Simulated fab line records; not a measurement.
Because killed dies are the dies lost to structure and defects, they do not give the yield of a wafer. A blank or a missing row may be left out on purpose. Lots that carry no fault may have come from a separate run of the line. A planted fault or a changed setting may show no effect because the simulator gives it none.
fab line records / flow sky130 / part 2 of 2: steps 31 to 31 of 31
[record] lots = 6 wafers = 18 lastDay = 50
route steps=708 shown LI_CONTACT@375 LOCAL_INTERCONNECT@387 PAD_OPEN@708
lots with no fault: from the same line, run without faults
startH: hours from the record's opening day to when the first of the lot's shown wafers began / waitH: hours since the lot's step before / " identical to the entry in the row above / L1.1+2: one row covering several wafers at once / - no value, or no start given / * or withheld: withheld / < > ~ a bound
route shown NAME@n: NAME is a module with steps in the file, n the number in the route of the first one / usual: mean/standard deviation taken from wafers without a fault / same: alike in all rows / chamber/n: place in a boat / sites: the reading at each site / _std_site: their standard deviation / _edge_site: inner sites' mean taken away from outer sites' mean / radiusMm: how far each site lies from the wafer's centre / mask NAME#n: copy n / behind: the last tool/chamber to shape the wafer / hold: reason for holding the lot/hours on hold/outcome of the hold / device: transistor that didn't switch, given as n, p or np / end of line: at the end of the route, the tests of the same wafers / a step without rows: its recipe alone / killed: the dies lost at the first sort to structure and to defects; this is not the yield of the wafer / map: the dies of a wafer, with x for killed, . for not killed, _ for no die there
set.NAME: the setting the step ran with; set.NAME@STEP: the setting that earlier step ran with / model.NAME: the simulator's own value behind a step, which no gauge read
lots at selected steps of the route; one table per step, one row per wafer
services: the hour from which a tool's chamber was out of use, counted from the record's first day as startH (under 0 if before that day), plus the number of hours and why
[[steps]]
[step SKY_PAD_OPEN_PROBE_99]
[usual] killed_at_M0_to_M3 = 44/6.5 killed_at_M4_up = 3.3/1.9 killedAtContacts = 24/5.3 killedAtFrontEnd = 15/4.5 killedAtOther = 0.3/0.58 killedDies = 87/9.3 killedOpen = 48/6.6 killedShort = 39/6.1
[same] grossDies = 492 killedAtBackSide = 0
lot.wafer=L380.4 tool=prober-02 chamber=- startH=1086.12 waitH=0.2 killed_at_M0_to_M3=49 killed_at_M4_up=3 killedAtContacts=34 killedAtFrontEnd=20 killedAtOther=0 killedDies=106 killedOpen=60 killedShort=46 model.etest.resLi.lineOhmUm=75.81 model.etest.resLi.rsOhmSq=12.86
lot.wafer=L380.5 tool=prober-02 chamber=- startH=1086.17 waitH=0.2 killed_at_M0_to_M3=35 killed_at_M4_up=3 killedAtContacts=31 killedAtFrontEnd=14 killedAtOther=1 killedDies=84 killedOpen=40 killedShort=44 model.etest.resLi.lineOhmUm=74.6 model.etest.resLi.rsOhmSq=12.73
lot.wafer=L380.6 tool=prober-02 chamber=- startH=1086.22 waitH=0.2 killed_at_M0_to_M3=49 killed_at_M4_up=3 killedAtContacts=24 killedAtFrontEnd=18 killedAtOther=0 killedDies=94 killedOpen=52 killedShort=42 model.etest.resLi.lineOhmUm=75.12 model.etest.resLi.rsOhmSq=12.82
lot.wafer=L385.3 tool=prober-02 chamber=- startH=1114.58 waitH=0.2 killed_at_M0_to_M3=43 killed_at_M4_up=4 killedAtContacts=26 killedAtFrontEnd=10 killedAtOther=0 killedDies=83 killedOpen=40 killedShort=43 model.etest.resLi.lineOhmUm=75.33 model.etest.resLi.rsOhmSq=12.8
lot.wafer=L385.4 tool=prober-02 chamber=- startH=1114.63 waitH=0.2 killed_at_M0_to_M3=49 killed_at_M4_up=0 killedAtContacts=17 killedAtFrontEnd=16 killedAtOther=2 killedDies=84 killedOpen=41 killedShort=43 model.etest.resLi.lineOhmUm=75.2 model.etest.resLi.rsOhmSq=12.79
lot.wafer=L385.5 tool=prober-02 chamber=- startH=1114.68 waitH=0.2 killed_at_M0_to_M3=52 killed_at_M4_up=1 killedAtContacts=16 killedAtFrontEnd=17 killedAtOther=2 killedDies=88 killedOpen=49 killedShort=39 model.etest.resLi.lineOhmUm=74.26 model.etest.resLi.rsOhmSq=12.73
lot.wafer=L387.2 tool=prober-01 chamber=- startH=1125.68 waitH=0.1 killed_at_M0_to_M3=45 killed_at_M4_up=3 killedAtContacts=25 killedAtFrontEnd=17 killedAtOther=1 killedDies=91 killedOpen=51 killedShort=40 model.etest.resLi.lineOhmUm=76.12 model.etest.resLi.rsOhmSq=12.82
lot.wafer=L387.3 tool=prober-01 chamber=- startH=1125.73 waitH=0.2 killed_at_M0_to_M3=31 killed_at_M4_up=1 killedAtContacts=31 killedAtFrontEnd=16 killedAtOther=1 killedDies=80 killedOpen=49 killedShort=31 model.etest.resLi.lineOhmUm=78.69 model.etest.resLi.rsOhmSq=13.42
lot.wafer=L387.5 tool=prober-01 chamber=- startH=1125.83 waitH=0.2 killed_at_M0_to_M3=45 killed_at_M4_up=5 killedAtContacts=19 killedAtFrontEnd=23 killedAtOther=0 killedDies=92 killedOpen=50 killedShort=42 model.etest.resLi.lineOhmUm=75.86 model.etest.resLi.rsOhmSq=12.82
lot.wafer=L390.2 tool=prober-02 chamber=- startH=1143.18 waitH=0.1 killed_at_M0_to_M3=51 killed_at_M4_up=3 killedAtContacts=30 killedAtFrontEnd=20 killedAtOther=0 killedDies=104 killedOpen=54 killedShort=50 model.etest.resLi.lineOhmUm=74.79 model.etest.resLi.rsOhmSq=12.78
lot.wafer=L390.4 tool=prober-02 chamber=- startH=1143.28 waitH=0.2 killed_at_M0_to_M3=48 killed_at_M4_up=5 killedAtContacts=21 killedAtFrontEnd=14 killedAtOther=0 killedDies=88 killedOpen=47 killedShort=41 model.etest.resLi.lineOhmUm=78.06 model.etest.resLi.rsOhmSq=13.34
lot.wafer=L390.6 tool=prober-02 chamber=- startH=1143.38 waitH=0.2 killed_at_M0_to_M3=45 killed_at_M4_up=8 killedAtContacts=24 killedAtFrontEnd=12 killedAtOther=0 killedDies=89 killedOpen=50 killedShort=39 model.etest.resLi.lineOhmUm=74.49 model.etest.resLi.rsOhmSq=12.77
lot.wafer=L399.2 tool=prober-01 chamber=- startH=1184.02 waitH=0.1 killed_at_M0_to_M3=39 killed_at_M4_up=2 killedAtContacts=36 killedAtFrontEnd=17 killedAtOther=0 killedDies=94 killedOpen=63 killedShort=31 model.etest.resLi.lineOhmUm=75.32 model.etest.resLi.rsOhmSq=13.01
lot.wafer=L399.4 tool=prober-01 chamber=- startH=1184.12 waitH=0.2 killed_at_M0_to_M3=39 killed_at_M4_up=4 killedAtContacts=33 killedAtFrontEnd=13 killedAtOther=2 killedDies=91 killedOpen=48 killedShort=43 model.etest.resLi.lineOhmUm=76.45 model.etest.resLi.rsOhmSq=12.91
lot.wafer=L399.5 tool=prober-01 chamber=- startH=1184.17 waitH=0.2 killed_at_M0_to_M3=40 killed_at_M4_up=2 killedAtContacts=22 killedAtFrontEnd=13 killedAtOther=0 killedDies=77 killedOpen=51 killedShort=26 model.etest.resLi.lineOhmUm=76.84 model.etest.resLi.rsOhmSq=12.98
lot.wafer=L401.2 tool=prober-01 chamber=- startH=1192.69 waitH=0.1 killed_at_M0_to_M3=44 killed_at_M4_up=3 killedAtContacts=31 killedAtFrontEnd=11 killedAtOther=0 killedDies=89 killedOpen=50 killedShort=39 model.etest.resLi.lineOhmUm=74.45 model.etest.resLi.rsOhmSq=12.72
lot.wafer=L401.3 tool=prober-01 chamber=- startH=1192.74 waitH=0.2 killed_at_M0_to_M3=35 killed_at_M4_up=5 killedAtContacts=17 killedAtFrontEnd=17 killedAtOther=1 killedDies=75 killedOpen=47 killedShort=28 model.etest.resLi.lineOhmUm=75.09 model.etest.resLi.rsOhmSq=12.87
lot.wafer=L401.4 tool=prober-01 chamber=- startH=1192.79 waitH=0.2 killed_at_M0_to_M3=40 killed_at_M4_up=5 killedAtContacts=29 killedAtFrontEnd=8 killedAtOther=0 killedDies=82 killedOpen=50 killedShort=32 model.etest.resLi.lineOhmUm=75 model.etest.resLi.rsOhmSq=12.75
// killed by level:class
L380.4 LI_CONTACT:geometricParticle:open=14 VIA2:geometricParticle:open=8 VIA3:geometricParticle:open=7 CONTACT:geometricParticle:short=7 VIA1:geometricParticle:open=7 POLY_GATE:geometricParticle:short=6 METAL2:geometricParticle:open=5 CONTACT:geometricParticle:open=5
L380.5 CONTACT:geometricParticle:open=11 VIA1:geometricParticle:open=9 LOCAL_INTERCONNECT:geometricParticle:short=7 METAL2:geometricParticle:short=7 VIA2:geometricParticle:open=7 CONTACT:geometricParticle:short=5 POLY_GATE:geometricParticle:short=4 FIELD_ISO:geometricParticle:open=3
L380.6 CONTACT:geometricParticle:open=10 VIA1:geometricParticle:short=8 VIA1:geometricParticle:open=8 VIA2:geometricParticle:open=7 METAL2:geometricParticle:short=6 FIELD_ISO:geometricParticle:open=5 LOCAL_INTERCONNECT:geometricParticle:short=5 FIELD_ISO:geometricParticle:short=5
L385.3 CONTACT:geometricParticle:open=10 VIA1:geometricParticle:open=7 VIA2:geometricParticle:open=7 METAL1:geometricParticle:short=6 VIA1:geometricParticle:short=6 LI_CONTACT:geometricParticle:short=4 LI_CONTACT:geometricParticle:open=4 LOCAL_INTERCONNECT:geometricParticle:short=4
L385.4 VIA1:geometricParticle:open=11 VIA1:geometricParticle:short=10 METAL1:geometricParticle:short=7 VIA2:geometricParticle:open=7 FIELD_ISO:geometricParticle:short=6 LOCAL_INTERCONNECT:geometricParticle:short=6 CONTACT:geometricParticle:open=6 POLY_GATE:geometricParticle:open=4
L385.5 VIA1:geometricParticle:open=14 VIA2:geometricParticle:open=10 VIA1:geometricParticle:short=6 VIA3:geometricParticle:short=6 LI_CONTACT:geometricParticle:open=5 VIA3:geometricParticle:open=5 FIELD_ISO:geometricParticle:short=4 POLY_GATE:geometricParticle:short=3
L387.2 VIA1:geometricParticle:open=10 VIA3:geometricParticle:open=9 POLY_GATE:geometricParticle:open=8 LI_CONTACT:geometricParticle:open=8 CONTACT:geometricParticle:short=6 CONTACT:geometricParticle:open=5 METAL1:geometricParticle:short=5 METAL2:geometricParticle:short=5
L387.3 CONTACT:geometricParticle:open=10 LOCAL_INTERCONNECT:geometricParticle:short=7 LI_CONTACT:geometricParticle:open=6 VIA3:geometricParticle:open=6 POLY_GATE:geometricParticle:open=5 POLY_GATE:geometricParticle:short=5 VIA1:geometricParticle:open=5 FIELD_ISO:geometricParticle:open=4
L387.5 VIA1:geometricParticle:open=13 VIA3:geometricParticle:open=8 FIELD_ISO:geometricParticle:short=6 LI_CONTACT:geometricParticle:open=6 VIA1:geometricParticle:short=6 POLY_GATE:geometricParticle:open=5 CONTACT:geometricParticle:open=5 METAL2:geometricParticle:short=5
L390.2 CONTACT:geometricParticle:open=14 METAL1:geometricParticle:short=10 VIA1:geometricParticle:open=10 VIA2:geometricParticle:open=8 FIELD_ISO:geometricParticle:short=6 LI_CONTACT:geometricParticle:open=5 LOCAL_INTERCONNECT:geometricParticle:short=5 VIA2:geometricParticle:short=5
L390.4 VIA1:geometricParticle:open=16 CONTACT:geometricParticle:open=11 METAL1:geometricParticle:short=6 METAL4:geometricParticle:short=5 POLY_GATE:geometricParticle:short=4 VIA2:geometricParticle:short=4 LI_CONTACT:geometricParticle:open=4 VIA3:geometricParticle:open=4
L390.6 VIA3:geometricParticle:open=10 CONTACT:geometricParticle:open=8 LI_CONTACT:geometricParticle:open=7 METAL1:geometricParticle:short=6 VIA1:geometricParticle:short=6 VIA1:geometricParticle:open=6 LOCAL_INTERCONNECT:geometricParticle:short=5 METAL4:geometricParticle:short=4
L399.2 CONTACT:geometricParticle:open=20 VIA1:geometricParticle:open=11 FIELD_ISO:geometricParticle:open=7 VIA3:geometricParticle:open=6 LI_CONTACT:geometricParticle:open=6 VIA2:geometricParticle:open=6 CONTACT:geometricParticle:short=5 POLY_GATE:geometricParticle:open=4
L399.4 CONTACT:geometricParticle:open=18 VIA1:geometricParticle:open=8 VIA2:geometricParticle:open=8 LI_CONTACT:geometricParticle:open=5 VIA3:geometricParticle:open=5 FIELD_ISO:geometricParticle:short=4 LOCAL_INTERCONNECT:geometricParticle:short=4 CONTACT:geometricParticle:short=4
L399.5 VIA1:geometricParticle:open=10 CONTACT:geometricParticle:open=9 FIELD_ISO:geometricParticle:open=7 LI_CONTACT:geometricParticle:open=6 VIA1:geometricParticle:short=6 VIA3:geometricParticle:open=6 METAL1:geometricParticle:open=5 VIA2:geometricParticle:open=5
L401.2 CONTACT:geometricParticle:open=14 VIA1:geometricParticle:open=9 VIA2:geometricParticle:open=8 FIELD_ISO:geometricParticle:short=5 CONTACT:geometricParticle:short=5 METAL2:geometricParticle:short=5 VIA3:geometricParticle:open=5 LI_CONTACT:geometricParticle:open=4
L401.3 VIA1:geometricParticle:open=10 POLY_GATE:geometricParticle:open=7 CONTACT:geometricParticle:open=7 VIA1:geometricParticle:short=5 VIA3:geometricParticle:open=5 FIELD_ISO:geometricParticle:open=4 LI_CONTACT:geometricParticle:open=3 LOCAL_INTERCONNECT:geometricParticle:short=3
L401.4 CONTACT:geometricParticle:open=16 VIA1:geometricParticle:open=10 LI_CONTACT:geometricParticle:open=6 VIA3:geometricParticle:open=5 CONTACT:geometricParticle:short=4 METAL2:geometricParticle:short=4 VIA2:geometricParticle:open=4 METAL3:geometricParticle:short=4
[[services]]
tool=rieMetal-02 chamber=1 startH=676.28 hours=- kind=clean
tool=rieMetal-02 chamber=1 startH=676.28 hours=26.2 kind=scheduledDown
tool=plasmaAsher-02 chamber=- startH=692.86 hours=2.8 kind=pm
tool=cvdW-02 chamber=- startH=710.24 hours=2.0 kind=repair
tool=cvdW-01 chamber=- startH=728.70 hours=6.0 kind=pm
tool=cmp-01 chamber=- startH=744.48 hours=4.0 kind=pm
tool=pvdSputter-01 chamber=- startH=746.27 hours=0.8 kind=repair
tool=rieMetal-04 chamber=1 startH=746.35 hours=6.7 kind=repair
tool=rieMetal-02 chamber=1 startH=748.60 hours=11.2 kind=repair
tool=cmp-02 chamber=- startH=749.33 hours=2.4 kind=pm
tool=cmp-01 chamber=- startH=785.61 hours=3.7 kind=pm
tool=pvdSputter-01 chamber=- startH=786.95 hours=2.5 kind=repair
tool=pvdSputter-03 chamber=- startH=787.78 hours=8.4 kind=repair
tool=cvdW-01 chamber=0 startH=793.91 hours=14.8 kind=repair
tool=pvdSputter-03 chamber=- startH=811.49 hours=1.1 kind=repair
tool=cvdW-02 chamber=0 startH=814.37 hours=3.9 kind=repair
tool=rieMetal-02 chamber=1 startH=815.48 hours=4.7 kind=repair
tool=plasmaAsher-02 chamber=- startH=826.96 hours=14.6 kind=pm
tool=pvdSputter-03 chamber=- startH=833.76 hours=3.3 kind=repair
tool=pvdSputter-02 chamber=- startH=838.35 hours=2.4 kind=repair
tool=cvdW-01 chamber=- startH=840.43 hours=0.6 kind=repair
tool=rieMetal-04 chamber=- startH=843.76 hours=1.0 kind=repair
tool=cmp-01 chamber=- startH=852.76 hours=5.4 kind=repair
tool=pvdSputter-02 chamber=- startH=855.48 hours=1.1 kind=repair
[[key]]
[firstSign] step = SKY_LOCAL_INTERCONNECT_RS_MEAS_01 reading = visit direction = added
[effect] step = SKY_LOCAL_INTERCONNECT_RS_MEAS_01 reading = LOCAL_INTERCONNECT_TIN_RS direction = up sigmas = 4.2 usual = 14.10 struck = 14.73
[effect] step = SKY_LOCAL_INTERCONNECT_THK_MEAS_02 reading = visit direction = added
[effect] step = SKY_LOCAL_INTERCONNECT_METAL_ETCH_14 reading = oesProductAu direction = down sigmas = 3 usual = 0.943 struck = 0.920
[modelEffect] step = SKY_LOCAL_INTERCONNECT_SPUTTER_00 value = TiN_of_LOCAL_INTERCONNECT_SPUTTER_00.thkNm without = 100.3 struck = 96.26
[modelEffect] step = SKY_LOCAL_INTERCONNECT_METAL_ETCH_14 value = LOCAL_INTERCONNECT.featureDepthNm without = 100.3 struck = 96.26
[modelEffect] step = SKY_LOCAL_INTERCONNECT_STRIP_16 value = TiN_of_LOCAL_INTERCONNECT_SPUTTER_00.thkNm without = 99.92 struck = 95.84
[modelEffect] step = SKY_PAD_OPEN_PROBE_99 value = etest.resLi.lineOhmUm without = 75.18 struck = 78.38
metAt SKY_LOCAL_INTERCONNECT_SPUTTER_00
struckWafers L387.3,L390.4
testerLeftOut L387,L390
onsetBetween 731.11 745.21
[fault] kind = processParameterDrift tool = pvdSputter-03 chamber = - onsetH = 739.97 steps = SKY_LOCAL_INTERCONNECT_SPUTTER_00 channel = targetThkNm offset = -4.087 shape = step endH = 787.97 scope = struckWafersOnly actsIn = theseRecipesOnly stated = 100
// testerLeftOut: of these lots the tester's yield and bins aren't shown, on N5 and GAA mostly nor the transistor test; their killed dies are dies lost to structure and defects alone, not to doping, threshold or leakage, so they don't give the yield
